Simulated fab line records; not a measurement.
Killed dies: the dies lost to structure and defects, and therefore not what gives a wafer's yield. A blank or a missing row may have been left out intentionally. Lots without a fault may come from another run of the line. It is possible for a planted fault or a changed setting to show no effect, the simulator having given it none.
A lot that was struck, set against a sound lot | flow sky130 | 19 out of 708 route steps
Sound: wafers L172.1, L172.2, L172.5. Struck: wafers L183.2, L183.6 (left out: L183.4, a lot-mate that was not struck); the cause follows at the end.
For every step that has rows: the tool of each side, followed by ch and its chambers, followed by its first start. Under that, the readings that differ: sound wafers | struck wafers | difference of the means | sigmas: that difference in standard deviations of wafers without a fault.
alike: a reading whose means differ by less than 2 such deviations, as well as words and numbers matching on both sides. not compared: withheld readings; readings where some wafer has no value; bounds like >300 that might hide an equal value; numbers whose values overlap and for which the record gives no deviation.
Wherever a step has rows on one side only, a row that says differs or no value, or a row with sigmas, the two part there. When numbers do not overlap yet have no deviation, they are printed without sigmas and do not part them. A reading that every wafer of one side lacks parts them only if that side has two wafers or more.

first, 4 steps without rows for these wafers: SKY_METAL1_STRIP_21 (strips in post etch residue remover, time 1200 s); SKY_METAL1_CLEAN_22 (cleans in IPA, time 180 s); SKY_METAL1_CLEAN_23 (cleans in O3/DIW); SKY_VIA1_HDPCVD_00 (deposits SiO2, target thk 1030 nm, time 171.7 s).
SKY_VIA1_THK_MEAS_01:
  sound on filmMetro-03, day 34 09:42; struck on filmMetro-01, day 38 00:38
reading              | sound         | struck    | difference | sigmas
VIA1_HDPCVD_THK (nm) | 1007 1016 997 | 1035 1041 | +31        | +3
SKY_VIA1_CMP_02: polishes SiO2.
  sound on cmp-01 ch 0,2,3, day 34 09:46; struck on cmp-02 ch 2,3, day 38 00:47
  alike: headPressurePsi, motorCurrentA
SKY_VIA1_BOW_MEAS_03:
  sound on filmMetro-02, day 34 10:04; struck on filmMetro-02, day 38 01:01
  alike: VIA1_BOW
then, 5 steps without rows for these wafers: SKY_VIA1_DEHYDRATE_04 (time 60 s); SKY_VIA1_HMDS_05 (prime time 60 s); SKY_VIA1_COAT_06 (resist thk 60 nm); SKY_VIA1_COAT_07 (resist thk 450 nm); SKY_VIA1_SOFTBAKE_08 (time 90 s).
SKY_VIA1_EXPOSE_09: exposes mask VIM, target cd 150 nm.
  sound on krfScanner-01 ch 0, day 34 23:54; struck on krfScanner-01 ch 0, day 38 14:07
  alike: mask
then, 2 steps without rows for these wafers: SKY_VIA1_PEB_10; SKY_VIA1_DEVELOP_11 (develop time 60 s).
SKY_VIA1_CD_MEAS_12: target cd 150 nm.
  sound on cdSem-01, day 35 12:43; struck on cdSem-01, day 39 01:41
reading   | sound             | struck  | difference | sigmas
cdNm (nm) | 153.8 150.6 151.4 | 6.4 6.5 | -145.5     | -81
SKY_VIA1_OVL_MEAS_13:
  sound on overlay-02, day 35 12:50; struck on overlay-01, day 39 01:48
  alike: VIA1_OVL
SKY_VIA1_ETCH_14: etches BARC in N2/H2, stops on SiO2, time 45.9 s, target depth 60 nm.
  sound on rieDiel-01 ch 0,2, day 35 12:53; struck on rieDiel-01 ch 1,2, day 39 01:50
reading              | sound             | struck      | difference | sigmas
oesProductAu (a.u.)  | 0.846 0.846 0.858 | 0.863 0.859 | +0.011     | +2
model.VIA1.cdNm (nm) | 152.4 150.2 151.1 | 6.871 6.132 | -144.732   | 
  alike: drypumpMotorCurrentA, rfFwdPowerW, throttleValvePct
  not compared: rfHoursCounterH
SKY_VIA1_ETCH_15: etches SiO2 in C4F8/O2/Ar, stops on TiN, target depth 351 nm, time 54 s.
  sound on rieDiel-01 ch 0,2, day 35 12:55; struck on rieDiel-01 ch 1,2, day 39 01:52
  alike: oesProductAu, rfFwdPowerW
  not compared: rfHoursCounterH

== WHERE THEY PART ==
Earliest at SKY_VIA1_THK_MEAS_01; latest, in this record, at SKY_VIA1_ETCH_14. Later steps at which nothing parts them and some readings are alike: SKY_VIA1_ETCH_15.

WHY: what the simulator had put in
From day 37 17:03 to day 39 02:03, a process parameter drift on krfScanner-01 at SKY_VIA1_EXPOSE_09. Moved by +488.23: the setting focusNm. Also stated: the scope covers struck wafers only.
